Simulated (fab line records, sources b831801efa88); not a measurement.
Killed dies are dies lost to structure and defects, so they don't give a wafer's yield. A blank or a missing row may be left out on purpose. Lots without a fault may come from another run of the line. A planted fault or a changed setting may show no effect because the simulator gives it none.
Which tool did it? | flow sky130 | 14 lots, 42 wafers sampled, at 5 steps of a route of 708

WHAT THE GAUGES READ, wafer by wafer
The record holds no reading of a measuring or inspecting step that can be judged against a usual standard deviation.

WHICH TOOL RAN EACH LOT (tool, then ch and the chambers of the sampled wafers, then the start)
lot  | SKY_POLY_GATE_STRIP_18               | SKY_LDD_LDN_IMPLANT_10          | SKY_SPACER_ETCHBACK_02             | SKY_POLY_CUT_STRIP_12                | SKY_PAD_OPEN_PROBE_99
L696 | plasma_asher-04 ch 0,1, day 16 20:52 | implanter-04 ch 0, day 23 07:35 | rie_diel-04 ch 0,1,3, day 23 09:25 | plasma_asher-02 ch 0,1, day 24 15:50 | -
L703 | plasma_asher-02 ch 0,1, day 19 12:11 | implanter-01 ch 0, day 25 21:59 | rie_diel-03 ch 0,2, day 26 01:01   | plasma_asher-04 ch 0,1, day 27 06:02 | prober-01, day 48 02:01
L704 | plasma_asher-03 ch 0,1, day 19 22:07 | implanter-04 ch 0, day 26 08:03 | rie_diel-03 ch 0,2, day 26 11:03   | plasma_asher-04 ch 0,1, day 27 16:14 | prober-02, day 48 05:16
L706 | plasma_asher-04 ch 0,1, day 20 18:20 | implanter-04 ch 0, day 27 02:24 | rie_diel-03 ch 0,1,2, day 27 05:10 | plasma_asher-02 ch 0,1, day 28 10:01 | prober-02, day 48 14:59
L708 | plasma_asher-04 ch 0, day 21 05:26   | implanter-03 ch 0, day 27 15:43 | rie_diel-01 ch 2,3, day 27 17:28   | plasma_asher-04 ch 0,1, day 28 22:31 | prober-02, day 48 22:29
L709 | plasma_asher-02 ch 0,1, day 21 17:48 | implanter-01 ch 0, day 28 01:08 | rie_diel-03 ch 1,3, day 28 02:52   | plasma_asher-04 ch 0,1, day 29 07:52 | prober-01, day 49 08:25
L711 | plasma_asher-02 ch 0,1, day 22 14:13 | implanter-03 ch 0, day 28 20:16 | rie_diel-01 ch 0,1,2, day 28 22:36 | plasma_asher-01 ch 0,1, day 30 03:08 | prober-01, day 49 19:35
L712 | plasma_asher-03 ch 0,1, day 23 02:35 | implanter-04 ch 0, day 29 12:14 | rie_diel-01 ch 1,3, day 29 14:32   | plasma_asher-04 ch 0,1, day 30 18:55 | prober-02, day 50 10:22
L713 | plasma_asher-03 ch 0,1, day 23 04:50 | implanter-01 ch 0, day 29 12:39 | rie_diel-03 ch 0,1, day 29 14:32   | plasma_asher-01 ch 0,1, day 30 19:11 | prober-01, day 50 11:25
L714 | plasma_asher-04 ch 0,1, day 23 06:11 | implanter-04 ch 0, day 29 12:50 | rie_diel-03 ch 1,3, day 29 15:44   | plasma_asher-04 ch 0,1, day 30 20:13 | prober-02, day 50 12:19
L715 | plasma_asher-03 ch 0,1, day 23 13:02 | implanter-01 ch 0, day 29 18:56 | rie_diel-03 ch 1,3, day 29 20:40   | plasma_asher-01 ch 0,1, day 31 01:40 | prober-01, day 50 13:08
L716 | plasma_asher-04 ch 0,1, day 24 01:35 | implanter-03 ch 0, day 30 07:14 | rie_diel-03 ch 1,2,3, day 30 09:01 | plasma_asher-04 ch 0,1, day 31 13:22 | prober-02, day 50 13:49
L717 | plasma_asher-03 ch 0, day 24 05:14   | implanter-03 ch 0, day 30 11:00 | rie_diel-04 ch 0,2,3, day 30 12:47 | plasma_asher-02 ch 0,1, day 31 16:56 | prober-01, day 50 21:11
L718 | plasma_asher-02 ch 0,1, day 24 17:46 | implanter-04 ch 0, day 30 22:55 | rie_diel-01 ch 0,2,3, day 31 01:35 | plasma_asher-02 ch 0,1, day 32 05:32 | prober-02, day 51 04:01
- SKY_POLY_GATE_STRIP_18: strips in O2/N2.
- SKY_LDD_LDN_IMPLANT_10
- SKY_SPACER_ETCHBACK_02: etches Si3N4 in CH3F/O2, stops on SiO2, time 46.7 s, target depth 45 nm.
- SKY_POLY_CUT_STRIP_12: strips in O2/N2.
- SKY_PAD_OPEN_PROBE_99

WHAT THE TOOLS THEMSELVES READ (means of the sampled wafers that have a number; where no wafer has one, the mark that the record gives instead)
SKY_POLY_GATE_STRIP_18.
lot  | tool            | drypump_motor_current_A (A) | n2_flow_sccm (sccm) | oes_product_au (a.u.) | strip_time_to_endpoint_s (s)
L696 | plasma_asher-04 | 5.7                         | 300.3               | 0.364                 | 3.197
L703 | plasma_asher-02 | 5.1                         | 299.4               | 0.360                 | 3.217
L704 | plasma_asher-03 | 6.0                         | 299.6               | 0.361                 | 3.236
L706 | plasma_asher-04 | 6.2                         | 300.7               | 0.363                 | 3.227
L708 | plasma_asher-04 | 6.6                         | 300.5               | 0.362                 | 3.182
L709 | plasma_asher-02 | 5.3                         | 298.8               | 0.366                 | 3.221
L711 | plasma_asher-02 | 5.1                         | 299.7               | 0.365                 | 3.214
L712 | plasma_asher-03 | 6.0                         | 300.1               | 0.363                 | 3.217
L713 | plasma_asher-03 | 6.0                         | 300.0               | 0.364                 | 3.188
L714 | plasma_asher-04 | 6.2                         | 299.3               | 0.360                 | 3.210
L715 | plasma_asher-03 | 6.0                         | 299.6               | 0.363                 | 3.219
L716 | plasma_asher-04 | 5.7                         | 300.7               | 0.362                 | 3.171
L717 | plasma_asher-03 | 6.0                         | 300.5               | 0.363                 | 3.202
L718 | plasma_asher-02 | 5.4                         | 298.8               | 0.365                 | 3.204

SKY_LDD_LDN_IMPLANT_10.
lot  | tool         | dose_ions_cm2 | faraday_current_uA
L696 | implanter-04 | 1.2491e+13    | 71.0
L703 | implanter-01 | 1.2491e+13    | 70.6
L704 | implanter-04 | 8.5417e+12    | 48.2
L706 | implanter-04 | 8.5317e+12    | 47.8
L708 | implanter-03 | 1.2516e+13    | 68.7
L709 | implanter-01 | 1.2499e+13    | 71.1
L711 | implanter-03 | 1.2492e+13    | 70.4
L712 | implanter-04 | 1.2483e+13    | 72.2
L713 | implanter-01 | 1.2503e+13    | 70.7
L714 | implanter-04 | 1.2515e+13    | 69.3
L715 | implanter-01 | 1.2514e+13    | 69.7
L716 | implanter-03 | 1.2503e+13    | 71.1
L717 | implanter-03 | 1.2503e+13    | 70.5
L718 | implanter-04 | 1.2508e+13    | 69.0

SKY_SPACER_ETCHBACK_02.
lot  | tool        | drypump_motor_current_A (A) | oes_product_au (a.u.) | throttle_valve_pct (%)
L696 | rie_diel-04 | 5.5                         | 0.854                 | 10.571
L703 | rie_diel-03 | 5.7                         | 0.859                 | 10.552
L704 | rie_diel-03 | 5.7                         | 0.845                 | 10.568
L706 | rie_diel-03 | 5.9                         | 0.855                 | 10.560
L708 | rie_diel-01 | 6.6                         | 0.859                 | 10.563
L709 | rie_diel-03 | 5.6                         | 0.848                 | 10.565
L711 | rie_diel-01 | 6.0                         | 0.851                 | 10.561
L712 | rie_diel-01 | 5.6                         | 0.858                 | 10.567
L713 | rie_diel-03 | 5.8                         | 0.862                 | 10.569
L714 | rie_diel-03 | 5.9                         | 0.849                 | 10.564
L715 | rie_diel-03 | 5.5                         | 0.858                 | 10.558
L716 | rie_diel-03 | 5.7                         | 0.859                 | 10.552
L717 | rie_diel-04 | 5.7                         | 0.849                 | 10.556
L718 | rie_diel-01 | 6.4                         | 0.852                 | 10.547

SKY_POLY_CUT_STRIP_12.
lot  | tool            | drypump_motor_current_A (A) | n2_flow_sccm (sccm) | oes_product_au (a.u.) | strip_time_to_endpoint_s (s)
L696 | plasma_asher-02 | 5.3                         | 300.7               | 0.455                 | 5.351
L703 | plasma_asher-04 | 6.2                         | 299.8               | 0.453                 | 5.363
L704 | plasma_asher-04 | 5.7                         | 300.7               | 0.459                 | 5.363
L706 | plasma_asher-02 | 5.3                         | 300.5               | 0.453                 | 5.371
L708 | plasma_asher-04 | 6.2                         | 300.3               | 0.451                 | 5.346
L709 | plasma_asher-04 | 5.7                         | 299.6               | 0.451                 | 5.357
L711 | plasma_asher-01 | 5.3                         | 298.9               | 0.453                 | 5.376
L712 | plasma_asher-04 | 5.7                         | 300.7               | 0.448                 | 5.341
L713 | plasma_asher-01 | 5.3                         | 300.8               | 0.451                 | 5.357
L714 | plasma_asher-04 | 6.2                         | 299.8               | 0.451                 | 5.369
L715 | plasma_asher-01 | 5.7                         | 299.9               | 0.450                 | 5.357
L716 | plasma_asher-04 | 5.7                         | 300.0               | 0.452                 | 5.365
L717 | plasma_asher-02 | 5.1                         | 299.3               | 0.454                 | 5.348
L718 | plasma_asher-02 | 5.3                         | 301.0               | 0.453                 | 5.360

SKY_PAD_OPEN_PROBE_99.
lot  | tool      | killed_at_M0_to_M3 | killed_at_M4_up | killed_at_contacts | killed_at_front_end | killed_at_other | killed_dies | killed_open | killed_short
L703 | prober-01 | 49                 | 3.3             | 20                 | 15                  | 0.0             | 87          | 46          | 40
L704 | prober-02 | 42                 | 3.3             | 21                 | 17                  | 0.7             | 85          | 47          | 36
L706 | prober-02 | 45                 | 3.0             | 23                 | 20                  | 0.7             | 91          | 54          | 37
L708 | prober-02 | 41                 | 2.0             | 27                 | 13                  | 0.0             | 82          | 44          | 38
L709 | prober-01 | 39                 | 2.7             | 20                 | 22                  | 0.7             | 84          | 44          | 37
L711 | prober-01 | 42                 | 3.0             | 21                 | 19                  | 0.3             | 85          | 47          | 38
L712 | prober-02 | 43                 | 4.0             | 21                 | 16                  | 0.5             | 84          | 45          | 38
L713 | prober-01 | 48                 | 4.0             | 22                 | 16                  | 0.0             | 90          | 45          | 45
L714 | prober-02 | 56                 | 4.0             | 35                 | 18                  | 0.0             | 113         | 55          | 56
L715 | prober-01 | 49                 | 3.7             | 25                 | 15                  | 0.3             | 93          | 52          | 40
L716 | prober-02 | 47                 | 4.0             | 25                 | 14                  | 0.3             | 91          | 48          | 42
L717 | prober-01 | 43                 | 3.7             | 31                 | 14                  | 0.0             | 91          | 47          | 44
L718 | prober-02 | 43                 | 3.0             | 26                 | 15                  | 0.0             | 87          | 58          | 29

THE ANSWER, worked out from the rows above alone
Rule: what is usual is taken from the lots themselves. Put in order of their means at a reading, lots are off if they are a third of the lots or fewer, leave a main group of 4 or more, and stand apart from it by a gap of 3 or more times the standard deviation of the main group's means; of several such gaps the widest counts. A main group whose means are all the same, to the digits that the tables above print for the reading, isn't used. A lot without any number at a reading at which 4 lots or more have one is off too. The other lots that the step has rows for count as sound. The gauges are gone through in route order, then the tools' own readings, and for those a lot's mean is taken as printed above. The first step at which some lot is off is used, and at that step the reading that is off furthest; a lot without a number counts as furthest.
Off: L704, L706, at SKY_LDD_LDN_IMPLANT_10 (dose_ions_cm2). The main group: mean 1.2502e+13, standard deviation 1e+10.
A tool fits if, at that step or a process step before it, it ran every lot that is off, and no sound lot after the first of them. None of those tried fits.

WHAT THE SIMULATOR HAD PUT IN
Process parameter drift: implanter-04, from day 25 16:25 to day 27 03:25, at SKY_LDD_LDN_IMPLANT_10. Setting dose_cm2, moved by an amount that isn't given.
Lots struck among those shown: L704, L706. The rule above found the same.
